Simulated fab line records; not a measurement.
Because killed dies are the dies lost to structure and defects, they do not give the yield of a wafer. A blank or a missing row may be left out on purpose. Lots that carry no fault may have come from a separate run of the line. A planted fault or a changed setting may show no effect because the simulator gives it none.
fab line records -- flow sky130
record: lots: 10, wafers: 30, lastDay: 50
route steps=708 shown POLY_CUT@319 RES_XHIGH@340 SD_N@350 LI_CONTACT@376 PAD_OPEN@708
lots with no fault: from the same line, run without faults
startH: hours from the record's opening day to when the first of the lot's shown wafers began -- waitH: time in hours since the lot's previous step -- " repeats the value in the row above -- L1.1+2: several wafers, shown together as one row -- - value missing, or start not given -- * or withheld: withheld -- < > ~ a bound
route shown NAME@n: names a module that has steps shown in the file, with the first one's number in the route -- usual: average and standard deviation across the fault-free wafers -- same: alike in all rows -- chamber/n: place in a boat -- sites: the reading at each site -- _std_site: how widely they spread, as a standard deviation -- _edge_site: mean of outer sites minus mean of inner sites -- radiusMm: for every site, how far away it sits from the centre of the wafer -- mask NAME#n: copy n -- behind: the last tool/chamber to shape the wafer -- hold: cause of the lot's hold/its duration in hours/its outcome -- device: which transistor (n, p or np) failed to switch -- end of line: the tests these same wafers got at the end of their route -- a step with no rows: only its recipe -- killed: dies that structure and defects cost at the first sort, which is not the same as the wafer's yield -- map: shows each die of a wafer: x if killed, . if not, _ if none is there
set.NAME: the run value of the setting; set.NAME@STEP: its run value at that earlier step -- model.NAME: the simulator's own value behind a step, which no gauge read
a sample of lots followed through the steps of the route, with each step as a table and each wafer as a row
services: the hour from which a tool's chamber was out of use, counted from the record's first day as startH (under 0 if before that day), plus the number of hours and why
== steps ==
step: SKY_POLY_CUT_STRIP_12
recipe: chemistry: O2/N2, powerW: 1400, pressureMtorr: 1500, platenTempC: withheld, o2FlowSccm: 3000, n2FlowSccm: 300, overashFraction: 0.5
usual: drypumpMotorCurrentA: 5.86/0.25, oesProductAu: 0.453/0.0043, stripTimeToEndpointS: 5.359/0.015
lot.wafer,tool,chamber,startH,waitH,drypumpMotorCurrentA,oesProductAu,rfHoursCounterH,stripTimeToEndpointS
L580.2,plasmaAsher-03,0,610.12,0.0,6.05,0.454,50,5.375
L580.4,plasmaAsher-03,0,610.12,0.0,6.05,0.446,-,5.355
L580.5,plasmaAsher-03,1,610.12,0.0,5.62,0.452,-,5.342
L579.3,plasmaAsher-04,1,617.05,0.1,5.53,0.450,-,5.358
L579.4,plasmaAsher-04,0,617.05,0.1,6.17,0.461,-,5.363
L579.6,plasmaAsher-04,1,617.05,0.1,5.57,0.449,-,5.374
L582.2,plasmaAsher-03,1,674.83,0.0,5.63,0.457,57,5.361
L582.4,plasmaAsher-03,0,674.83,0.0,6.11,0.462,-,5.390
L582.6,plasmaAsher-03,1,674.83,0.0,5.66,0.455,-,5.369
L586.3,plasmaAsher-03,1,678.90,0.1,5.67,0.452,-,5.356
L586.5,plasmaAsher-03,1,678.90,0.1,5.65,0.452,-,5.362
L586.6,plasmaAsher-03,0,678.90,0.1,6.13,0.445,-,5.351
L581.4,plasmaAsher-04,0,679.24,0.1,6.20,0.459,-,5.387
L581.5,plasmaAsher-04,0,679.24,0.1,6.20,0.445,-,5.361
L581.6,plasmaAsher-04,1,679.24,0.1,5.55,0.451,-,5.373
L587.2,plasmaAsher-03,0,680.47,0.0,6.12,0.445,58,5.360
L587.5,plasmaAsher-03,0,680.47,0.0,6.11,0.454,-,5.347
L587.6,plasmaAsher-03,1,680.47,0.0,5.66,0.449,-,5.359
L589.1,plasmaAsher-03,0,680.63,0.0,6.10,0.457,58,5.360
L589.2,plasmaAsher-03,1,680.63,0.0,5.68,0.451,58,5.372
L589.3,plasmaAsher-03,0,680.63,0.0,6.11,0.452,-,5.363
L594.2,plasmaAsher-01,1,715.81,0.0,6.03,0.444,28,5.374
L594.3,plasmaAsher-01,1,715.81,0.0,6.01,0.450,-,5.352
L594.4,plasmaAsher-01,0,715.81,0.0,5.65,0.453,-,5.352
L597.4,plasmaAsher-03,1,737.62,0.1,5.67,0.454,-,5.348
L597.5,plasmaAsher-03,0,737.62,0.1,6.08,0.450,-,5.361
L597.6,plasmaAsher-03,1,737.62,0.1,5.64,0.457,-,5.350
L598.2,plasmaAsher-03,0,741.91,0.0,6.08,0.454,64,5.344
L598.5,plasmaAsher-03,1,741.91,0.0,5.62,0.451,-,5.358
L598.6,plasmaAsher-03,0,741.91,0.0,6.08,0.456,-,5.347
step: SKY_RES_XHIGH_STRIP_08
recipe: chemistry: O2/N2, powerW: 1400, pressureMtorr: 1500, platenTempC: withheld, o2FlowSccm: 3000, n2FlowSccm: 300, overashFraction: 0.5
usual: drypumpMotorCurrentA: 5.8/0.33, oesProductAu: 0.710/0.0051, stripTimeToEndpointS: 14.27/0.038
lot.wafer,tool,chamber,startH,waitH,drypumpMotorCurrentA,oesProductAu,rfHoursCounterH,stripTimeToEndpointS
L580.2,plasmaAsher-03,1,667.53,0.1,5.7,0.706,56,14.26
L580.4,plasmaAsher-03,0,667.53,0.1,6.1,0.716,-,14.27
L580.5,plasmaAsher-03,1,667.53,0.1,5.7,0.715,-,14.27
L579.3,plasmaAsher-01,1,673.63,0.1,6.0,0.706,-,14.24
L579.4,plasmaAsher-01,0,673.63,0.1,5.6,0.705,-,14.26
L579.6,plasmaAsher-01,0,673.63,0.1,5.6,0.704,-,14.26
L582.2,plasmaAsher-01,0,731.09,0.1,5.6,0.708,29,14.29
L582.4,plasmaAsher-01,0,731.09,0.1,5.6,0.708,-,14.30
L582.6,plasmaAsher-01,1,731.09,0.1,6.1,0.706,-,14.30
L586.3,plasmaAsher-01,1,734.27,0.1,6.0,0.721,-,14.22
L586.5,plasmaAsher-01,0,734.27,0.1,5.6,0.703,-,14.23
L586.6,plasmaAsher-01,1,734.27,0.1,6.1,0.713,-,14.22
L581.4,plasmaAsher-03,0,734.98,0.1,6.1,0.710,-,14.26
L581.5,plasmaAsher-03,1,734.98,0.1,5.7,0.711,-,14.28
L581.6,plasmaAsher-03,0,734.98,0.1,6.2,0.708,-,14.28
L587.2,plasmaAsher-03,0,736.49,0.1,6.1,0.708,63,14.25
L587.5,plasmaAsher-03,0,736.49,0.1,6.1,0.711,-,14.27
L587.6,plasmaAsher-03,1,736.49,0.1,5.7,0.710,-,14.32
L589.1,plasmaAsher-03,1,737.14,0.1,5.7,0.717,63,14.22
L589.2,plasmaAsher-03,0,737.14,0.1,6.1,0.718,63,14.22
L589.3,plasmaAsher-03,1,737.14,0.1,5.7,0.710,-,14.22
L594.2,plasmaAsher-03,1,768.18,0.1,5.6,0.707,67,14.25
L594.3,plasmaAsher-03,0,768.18,0.1,6.1,0.713,-,14.28
L594.4,plasmaAsher-03,1,768.18,0.1,5.7,0.705,-,14.26
L597.4,plasmaAsher-01,1,790.49,0.1,6.1,0.706,-,14.30
L597.5,plasmaAsher-01,1,790.49,0.1,6.1,0.709,-,14.27
L597.6,plasmaAsher-01,0,790.49,0.1,5.7,0.706,-,14.26
L598.2,plasmaAsher-01,0,794.35,0.1,5.6,0.702,36,14.26
L598.5,plasmaAsher-01,1,794.35,0.1,6.1,0.713,-,14.25
L598.6,plasmaAsher-01,0,794.35,0.1,5.7,0.710,-,14.23
step: SKY_SD_N_OVL_MEAS_08
usual: SD_N_OVL: 0.2/1.1
lot.wafer,tool,chamber,startH,waitH,SD_N_OVL[nm]
L580.2,overlay-02,-,695.43,0.1,-0.9
L580.4,overlay-02,-,695.43,0.1,-1.3
L580.5,overlay-02,-,695.43,0.1,1.1
L579.3,overlay-01,-,702.22,0.1,0.6
L579.4,overlay-01,-,702.22,0.1,1.0
L579.6,overlay-01,-,702.22,0.1,0.4
L582.2,overlay-01,-,757.66,0.1,1.8
L582.4,overlay-01,-,757.66,0.1,1.5
L582.6,overlay-01,-,757.66,0.1,1.6
L586.3,overlay-02,-,760.07,0.1,1.2
L586.5,overlay-02,-,760.07,0.1,2.3
L586.6,overlay-02,-,760.07,0.1,0.8
L581.4,overlay-02,-,761.52,0.1,-0.7
L581.5,overlay-02,-,761.52,0.1,-0.9
L581.6,overlay-02,-,761.52,0.1,0.4
L587.2,overlay-01,-,763.50,0.1,0.2
L587.5,overlay-01,-,763.50,0.1,-0.6
L587.6,overlay-01,-,763.50,0.1,0.2
L589.1,overlay-02,-,764.10,0.1,-1.1
L589.2,overlay-02,-,764.10,0.1,0.2
L589.3,overlay-02,-,764.10,0.1,0.1
L594.2,overlay-02,-,794.15,0.1,0.4
L594.3,overlay-02,-,794.15,0.1,1.1
L594.4,overlay-02,-,794.15,0.1,0.9
L597.4,overlay-01,-,817.31,0.1,-1.8
L597.5,overlay-01,-,817.31,0.1,-0.8
L597.6,overlay-01,-,817.31,0.1,-1.5
L598.2,overlay-01,-,821.16,0.1,-0.2
L598.5,overlay-01,-,821.16,0.1,0.3
L598.6,overlay-01,-,821.16,0.1,-0.7
step: SKY_LI_CONTACT_ETCH_14
recipe: chemistry: N2/H2, target: BARC, ionEnergyEv: 200, sourceW: 500, biasW: 100, pressureMtorr: 30, n2FlowSccm: 100, h2FlowSccm: 200, stopOn: SiO2, timeS: 45.9, targetDepthA: 600
usual: biasW: 100.0/0.31, chamberPressureMTorr: 30.000/0.028, drypumpMotorCurrentA: 5.8/0.47, oesProductAu: 0.853/0.0054, throttleValvePct: 13.226/0.0096
lot.wafer,tool,chamber,startH,waitH,biasW,chamberPressureMTorr,drypumpMotorCurrentA,oesProductAu,rfHoursCounterH,throttleValvePct
L580.2,rieDiel-04,0,725.05,0.0,100.6,30.001,4.7,0.858,15,13.220
L580.4,rieDiel-04,3,725.05,0.0,100.2,29.995,6.2,0.848,11,13.220
L580.5,rieDiel-04,0,725.05,0.0,100.1,29.997,4.7,0.855,-,13.217
L579.3,rieDiel-04,3,731.78,0.0,99.4,29.933,6.2,0.852,11,13.223
L579.4,rieDiel-04,1,731.78,0.0,99.8,30.021,6.5,0.857,8,13.230
L579.6,rieDiel-04,2,731.78,0.0,99.7,30.011,5.5,0.847,-,13.227
L582.2,rieDiel-03,0,784.95,0.0,99.7,29.968,6.2,0.850,13,13.242
L582.4,rieDiel-03,3,784.95,0.0,100.6,29.992,6.0,0.849,16,13.233
L582.6,rieDiel-03,1,784.95,0.0,99.8,29.987,5.1,0.857,-,13.235
L586.3,rieDiel-01,1,787.80,0.0,100.4,29.999,5.9,0.856,8,13.220
L586.5,rieDiel-01,3,787.80,0.0,100.0,30.045,6.0,0.856,-,13.235
L586.6,rieDiel-01,2,787.80,0.0,99.8,29.988,6.2,0.844,-,13.225
L581.4,rieDiel-01,3,789.64,0.0,100.3,29.967,6.0,0.854,4,13.215
L581.5,rieDiel-01,1,789.64,0.0,100.5,29.984,5.9,0.846,-,13.229
L581.6,rieDiel-01,2,789.64,0.0,100.1,30.043,6.1,0.849,-,13.233
L587.2,rieDiel-01,2,790.58,0.0,-,-,-,-,-,-
L587.5,rieDiel-01,0,790.58,0.0,-,-,-,-,-,-
L587.6,rieDiel-01,1,790.58,0.0,-,-,-,-,-,-
L589.1,rieDiel-03,2,792.33,0.0,-,-,-,-,-,-
L589.2,rieDiel-03,0,792.33,0.0,-,-,-,-,-,-
L589.3,rieDiel-03,3,792.33,0.0,-,-,-,-,-,-
L594.2,rieDiel-03,2,822.35,0.0,100.2,30.026,6.1,0.854,17,13.230
L594.3,rieDiel-03,0,822.35,0.0,100.0,30.011,6.2,0.849,13,13.226
L594.4,rieDiel-03,1,822.35,0.0,100.0,29.946,5.1,0.852,5,13.230
L597.4,rieDiel-01,0,844.94,0.0,99.8,30.014,5.5,0.849,12,13.210
L597.5,rieDiel-01,1,844.94,0.0,100.4,30.016,5.9,0.848,-,13.242
L597.6,rieDiel-01,0,844.94,0.0,99.6,29.988,5.5,0.858,-,13.227
L598.2,rieDiel-03,2,848.73,0.0,99.8,29.954,6.1,0.866,18,13.242
L598.5,rieDiel-03,2,848.73,0.0,99.5,30.009,6.1,0.866,-,13.232
L598.6,rieDiel-03,3,848.73,0.0,99.9,30.033,6.0,0.856,-,13.222
step: SKY_LI_CONTACT_ETCH_15
recipe: target: PSG, chemistry: C4F8/O2/Ar, stopOn: Si, taperDeg: 4.15, maskMaterial: KrF-thick, sourceW: 1500, biasW: 1200, pressureMtorr: 40, c4f8FlowSccm: withheld, O2_flow_sccm: 6, Ar_flow_sccm: 300, timeS: withheld, targetDepthA: 6000
usual: biasW: 1200/3.6, chamberPressureMTorr: 40.00/0.037, oesProductAu: 0.837/0.0049
lot.wafer,tool,chamber,startH,waitH,biasW,chamberPressureMTorr,oesProductAu
L580.2,rieDiel-04,0,725.09,0.0,1198,39.99,0.828
L580.4,rieDiel-04,3,725.09,0.0,1205,39.98,0.837
L580.5,rieDiel-04,0,725.09,0.0,1201,40.00,0.839
L579.3,rieDiel-04,3,731.82,0.0,1205,39.93,0.833
L579.4,rieDiel-04,1,731.82,0.0,1205,39.94,0.835
L579.6,rieDiel-04,2,731.82,0.0,1201,40.00,0.832
L582.2,rieDiel-03,0,784.99,0.0,1194,39.97,0.834
L582.4,rieDiel-03,3,784.99,0.0,1205,40.01,0.842
L582.6,rieDiel-03,1,784.99,0.0,1194,39.96,0.846
L586.3,rieDiel-01,1,787.84,0.0,1198,40.07,0.837
L586.5,rieDiel-01,3,787.84,0.0,1199,39.98,0.831
L586.6,rieDiel-01,2,787.84,0.0,1197,40.03,0.840
L581.4,rieDiel-01,3,789.68,0.0,1204,40.01,0.826
L581.5,rieDiel-01,1,789.68,0.0,1196,39.99,0.840
L581.6,rieDiel-01,2,789.68,0.0,1192,39.97,0.832
L587.2,rieDiel-01,2,790.62,0.0,1202,40.06,0.377
L587.5,rieDiel-01,0,790.62,0.0,1201,40.02,0.382
L587.6,rieDiel-01,1,790.62,0.0,1199,39.97,0.372
L589.1,rieDiel-03,2,792.37,0.0,1198,39.98,0.376
L589.2,rieDiel-03,0,792.37,0.0,1202,40.03,0.377
L589.3,rieDiel-03,3,792.37,0.0,1198,40.07,0.370
L594.2,rieDiel-03,2,822.39,0.0,1202,39.95,0.830
L594.3,rieDiel-03,0,822.39,0.0,1205,39.96,0.838
L594.4,rieDiel-03,1,822.39,0.0,1205,39.98,0.840
L597.4,rieDiel-01,0,844.98,0.0,1197,39.94,0.838
L597.5,rieDiel-01,1,844.98,0.0,1201,40.01,0.837
L597.6,rieDiel-01,0,844.98,0.0,1197,40.03,0.840
L598.2,rieDiel-03,2,848.77,0.0,1198,40.05,0.830
L598.5,rieDiel-03,2,848.77,0.0,1195,39.98,0.832
L598.6,rieDiel-03,3,848.77,0.0,1198,39.99,0.835
step: SKY_LI_CONTACT_STRIP_16
recipe: chemistry: O2/N2, powerW: 1400, pressureMtorr: 1500, platenTempC: withheld, o2FlowSccm: 3000, n2FlowSccm: 300, overashFraction: 0.5
usual: drypumpMotorCurrentA: 5.85/0.24, oesProductAu: 0.375/0.0045, stripTimeToEndpointS: 3.47/0.037
lot.wafer,tool,chamber,startH,waitH,drypumpMotorCurrentA,oesProductAu,rfHoursCounterH,stripTimeToEndpointS
L580.2,plasmaAsher-04,0,725.18,-,6.17,0.374,95,3.46
L580.4,plasmaAsher-04,1,725.18,-,5.47,0.370,-,3.48
L580.5,plasmaAsher-04,0,725.18,-,6.14,0.368,-,3.44
L579.3,plasmaAsher-03,0,731.94,-,6.09,0.370,-,3.46
L579.4,plasmaAsher-03,1,731.94,-,5.69,0.375,-,3.50
L579.6,plasmaAsher-03,1,731.94,-,5.67,0.378,-,3.46
L582.2,plasmaAsher-03,1,785.08,-,5.66,0.384,68,3.54
L582.4,plasmaAsher-03,1,785.08,-,5.64,0.372,-,3.54
L582.6,plasmaAsher-03,1,785.08,-,5.64,0.375,-,3.42
L586.3,plasmaAsher-01,1,787.96,-,6.03,0.377,-,3.46
L586.5,plasmaAsher-01,0,787.96,-,5.63,0.367,-,3.48
L586.6,plasmaAsher-01,1,787.96,-,6.02,0.375,-,3.50
L581.4,plasmaAsher-04,1,789.80,-,5.54,0.375,-,3.47
L581.5,plasmaAsher-04,1,789.80,-,5.51,0.373,-,3.42
L581.6,plasmaAsher-04,0,789.80,-,6.15,0.374,-,3.46
L587.2,plasmaAsher-04,0,790.70,-,6.17,0.395,102,3.94
L587.5,plasmaAsher-04,1,790.70,-,5.57,0.399,-,3.98
L587.6,plasmaAsher-04,0,790.70,-,6.18,0.391,-,3.92
L589.1,plasmaAsher-01,1,792.45,-,6.01,0.388,36,3.90
L589.2,plasmaAsher-01,0,792.45,-,5.59,0.395,36,3.97
L589.3,plasmaAsher-01,0,792.45,-,5.62,0.393,-,3.91
L594.2,plasmaAsher-01,0,822.48,-,5.64,0.371,39,3.46
L594.3,plasmaAsher-01,0,822.48,-,5.63,0.378,-,3.50
L594.4,plasmaAsher-01,1,822.48,-,6.02,0.380,-,3.40
L597.4,plasmaAsher-01,1,845.10,-,6.01,0.373,-,3.47
L597.5,plasmaAsher-01,0,845.10,-,5.64,0.380,-,3.41
L597.6,plasmaAsher-01,1,845.10,-,6.03,0.374,-,3.47
L598.2,plasmaAsher-03,0,848.85,-,6.09,0.371,75,3.45
L598.5,plasmaAsher-03,0,848.85,-,6.10,0.373,-,3.47
L598.6,plasmaAsher-03,1,848.85,-,5.67,0.369,-,3.45
step: SKY_PAD_OPEN_PROBE_99
usual: killed_at_M0_to_M3: 42/7.4, killed_at_M4_up: 3.5/1.9, killedAtContacts: 24/5.2, killedAtFrontEnd: 15/4.5, killedAtOther: 0.2/0.53, killedDies: 85/9.8, killedOnRim: 17/4.2, killedOpen: 46/7.6, killedShort: 39/6.5
same: grossDies: 492, killedAtBackSide: 0
lot.wafer,tool,chamber,startH,waitH,killed_at_M0_to_M3,killed_at_M4_up,killedAtContacts,killedAtFrontEnd,killedAtOther,killedDies,killedOnRim,killedOpen,killedShort
L586.3,prober-02,-,1159.45,0.2,37,4,19,22,0,82,12,50,32
L586.5,prober-02,-,1159.55,0.2,50,6,25,12,1,94,32,54,40
L586.6,prober-02,-,1159.60,0.2,43,4,19,19,0,85,18,46,39
L587.2,prober-02,-,1162.19,0.1,207,60,138,14,73,492,96,36,39
L587.5,prober-02,-,1162.34,0.2,213,57,152,18,52,492,96,43,31
L587.6,prober-02,-,1162.39,0.2,200,64,160,20,48,492,96,55,43
L589.1,prober-01,-,1164.22,0.1,204,49,169,14,56,492,96,52,29
L589.2,prober-01,-,1164.27,0.1,208,61,157,13,53,492,96,41,46
L589.3,prober-01,-,1164.32,0.2,198,64,168,15,47,492,96,56,37
L594.2,prober-01,-,1186.75,0.1,52,1,26,19,0,98,15,60,38
L594.3,prober-01,-,1186.80,0.2,45,2,21,16,1,85,21,44,41
L594.4,prober-01,-,1186.85,0.2,41,5,26,10,0,82,10,48,34
L597.4,prober-02,-,1194.52,0.2,31,3,21,16,0,71,19,37,34
L597.5,prober-02,-,1194.57,0.2,43,2,20,19,0,84,22,39,45
L597.6,prober-02,-,1194.62,0.2,33,2,32,18,0,85,16,47,38
L598.2,prober-01,-,1200.09,0.1,34,3,28,21,0,86,20,41,45
L598.5,prober-01,-,1200.24,0.2,45,5,23,22,0,95,17,47,48
L598.6,prober-01,-,1200.29,0.2,46,3,16,17,0,82,12,47,35
killed by level:class
L586.3 FIELD_ISO:geometricParticle:open=7 VIA2:geometricParticle:open=7 VIA1:geometricParticle:open=7 VIA3:geometricParticle:open=7 CONTACT:geometricParticle:open=6 LI_CONTACT:geometricParticle:open=4 LOCAL_INTERCONNECT:geometricParticle:short=4 CONTACT:geometricParticle:short=4
L586.5 VIA2:geometricParticle:open=17 VIA1:geometricParticle:open=9 LI_CONTACT:geometricParticle:open=7 CONTACT:geometricParticle:open=6 POLY_GATE:geometricParticle:open=5 VIA1:geometricParticle:short=5 METAL2:geometricParticle:short=5 CONTACT:geometricParticle:short=4
L586.6 CONTACT:geometricParticle:open=10 VIA1:geometricParticle:open=9 VIA2:geometricParticle:open=6 VIA3:geometricParticle:open=6 METAL1:geometricParticle:short=5 METAL2:geometricParticle:short=5 VIA2:geometricParticle:short=5 FIELD_ISO:geometricParticle:open=4
L587.2 LI_CONTACT:areaEtch=67 CAP2M:areaExpose=37 CAPM:areaExpose=36 METAL2:areaExpose=35 VIA2:areaExpose=33 VIA4:areaExpose=30 METAL1:areaExpose=30 CONTACT:areaExpose=29
L587.5 LI_CONTACT:areaEtch=84 VIA1:areaExpose=32 METAL1:areaExpose=32 VIA3:areaExpose=31 VIA2:areaExpose=30 CAPM:areaExpose=29 METAL4:areaExpose=28 METAL2:areaExpose=26
L587.6 LI_CONTACT:areaEtch=66 CONTACT:areaExpose=37 METAL2:areaExpose=36 VIA4:areaExpose=34 LOCAL_INTERCONNECT:areaExpose=31 VIA1:areaExpose=28 METAL4:areaExpose=26 CAPM:areaExpose=25
L589.1 LI_CONTACT:areaEtch=92 VIA3:areaExpose=33 CAPM:areaExpose=32 CONTACT:areaExpose=31 VIA1:areaExpose=30 VIA2:areaExpose=26 LOCAL_INTERCONNECT:areaExpose=25 METAL1:areaExpose=25
L589.2 LI_CONTACT:areaEtch=74 LOCAL_INTERCONNECT:areaExpose=34 METAL3:areaExpose=33 CAP2M:areaExpose=30 VIA1:areaExpose=30 VIA3:areaExpose=29 VIA2:areaExpose=28 VIA4:areaExpose=27
L589.3 LI_CONTACT:areaEtch=85 VIA2:areaExpose=38 METAL4:areaExpose=35 CONTACT:areaExpose=29 VIA4:areaExpose=28 VIA3:areaExpose=26 LOCAL_INTERCONNECT:areaExpose=26 CAP2M:areaExpose=25
L594.2 VIA1:geometricParticle:open=16 CONTACT:geometricParticle:open=10 LI_CONTACT:geometricParticle:open=9 VIA2:geometricParticle:open=9 FIELD_ISO:geometricParticle:short=7 FIELD_ISO:geometricParticle:open=7 METAL1:geometricParticle:short=6 VIA1:geometricParticle:short=5
L594.3 VIA1:geometricParticle:open=11 CONTACT:geometricParticle:open=7 VIA2:geometricParticle:open=7 VIA3:geometricParticle:short=5 VIA2:geometricParticle:short=5 VIA1:geometricParticle:short=5 METAL3:geometricParticle:short=4 FIELD_ISO:geometricParticle:short=3
L594.4 VIA1:geometricParticle:open=10 CONTACT:geometricParticle:open=9 METAL1:geometricParticle:short=9 LI_CONTACT:geometricParticle:open=8 VIA3:geometricParticle:open=6 CONTACT:geometricParticle:short=5 VIA1:geometricParticle:short=4 VIA2:geometricParticle:open=4
L597.4 LI_CONTACT:geometricParticle:open=8 LOCAL_INTERCONNECT:geometricParticle:short=7 VIA3:geometricParticle:open=6 VIA1:geometricParticle:open=5 FIELD_ISO:geometricParticle:open=4 VIA1:geometricParticle:short=4 POLY_GATE:geometricParticle:open=3 CONTACT:geometricParticle:open=3
L597.5 LOCAL_INTERCONNECT:geometricParticle:short=7 VIA2:geometricParticle:open=7 METAL1:geometricParticle:short=6 VIA1:geometricParticle:open=6 VIA3:geometricParticle:open=6 VIA1:geometricParticle:short=5 VIA2:geometricParticle:short=5 FIELD_ISO:geometricParticle:short=4
L597.6 CONTACT:geometricParticle:open=12 CONTACT:geometricParticle:short=8 FIELD_ISO:geometricParticle:short=7 VIA2:geometricParticle:open=6 VIA1:geometricParticle:open=6 VIA2:geometricParticle:short=6 FIELD_ISO:geometricParticle:open=5 LI_CONTACT:geometricParticle:open=5
L598.2 CONTACT:geometricParticle:open=9 LI_CONTACT:geometricParticle:open=8 METAL3:geometricParticle:short=8 LOCAL_INTERCONNECT:geometricParticle:short=6 FIELD_ISO:geometricParticle:open=5 VIA1:geometricParticle:open=5 VIA3:geometricParticle:open=5 POLY_GATE:geometricParticle:short=4
L598.5 VIA1:geometricParticle:open=12 METAL1:geometricParticle:short=8 CONTACT:geometricParticle:open=7 POLY_GATE:geometricParticle:open=6 LOCAL_INTERCONNECT:geometricParticle:short=6 VIA3:geometricParticle:open=6 FIELD_ISO:geometricParticle:short=5 METAL4:geometricParticle:short=5
L598.6 VIA1:geometricParticle:open=18 CONTACT:geometricParticle:open=7 VIA2:geometricParticle:open=7 FIELD_ISO:geometricParticle:short=5 METAL3:geometricParticle:short=5 FIELD_ISO:geometricParticle:open=4 POLY_GATE:geometricParticle:open=3 POLY_GATE:geometricParticle:short=3
== services ==
tool,chamber,startH,hours,kind
rieDiel-04,3,586.67,4.5,repair
rieDiel-03,1,590.79,5.7,repair
plasmaAsher-04,-,610.27,2.4,repair
rieDiel-01,2,620.07,8.4,repair
rieDiel-03,-,626.58,14.6,pm
rieDiel-01,3,628.43,-,clean
rieDiel-01,3,628.43,20.3,scheduledDown
rieDiel-01,3,628.43,20.3,ventCycle
rieDiel-04,2,637.16,16.4,repair
rieDiel-04,0,638.59,9.4,repair
rieDiel-04,-,658.13,2.8,pm
rieDiel-03,0,686.88,7.1,repair
rieDiel-01,0,750.53,21.5,repair
rieDiel-01,1,777.65,9.1,repair
rieDiel-04,1,821.09,10.4,repair
rieDiel-03,0,834.21,7.7,repair
== key ==
firstSign: step: SKY_LI_CONTACT_ETCH_14, reading: toolRecord, direction: missing
effect: step: SKY_LI_CONTACT_ETCH_15, reading: oesProductAu, direction: down, sigmas: 93, usual: 0.837, struck: 0.376
effect: step: SKY_LI_CONTACT_STRIP_16, reading: stripTimeToEndpointS, direction: up, sigmas: 13, usual: *, struck: *
effect: step: SKY_PAD_OPEN_PROBE_99, reading: killedAtOther, direction: up, sigmas: 55, usual: 0.2, struck: 54.8
moreKillsBornAt: SKY_LI_CONTACT_ETCH_14@rieDiel-03: 251
metAt SKY_LI_CONTACT_ETCH_14
struckLots L587,L589
laterRowsLeftOut L587.2,L587.5,L587.6,L589.1,L589.2,L589.3
testerLeftOut L587,L589
notActingAt SKY_POLY_CUT_STRIP_12,SKY_RES_XHIGH_STRIP_08,SKY_SD_N_OVL_MEAS_08
onsetBetween 787.80 790.58
fault: kind: skippedStepWhole, tool: rieDiel-01,rieDiel-03, chamber: -, onsetH: 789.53, steps: SKY_LI_CONTACT_ETCH_14, scope: struckLotsOnly
testerLeftOut: of these lots the tester's yield and bins aren't shown, on N5 and GAA mostly nor the transistor test; their killed dies are dies lost to structure and defects alone, not to doping, threshold or leakage, so they don't give the yield
laterRowsLeftOut: the simulator's readings of these wafers behind a module that went badly wrong aren't trusted and aren't shown, but for the sort
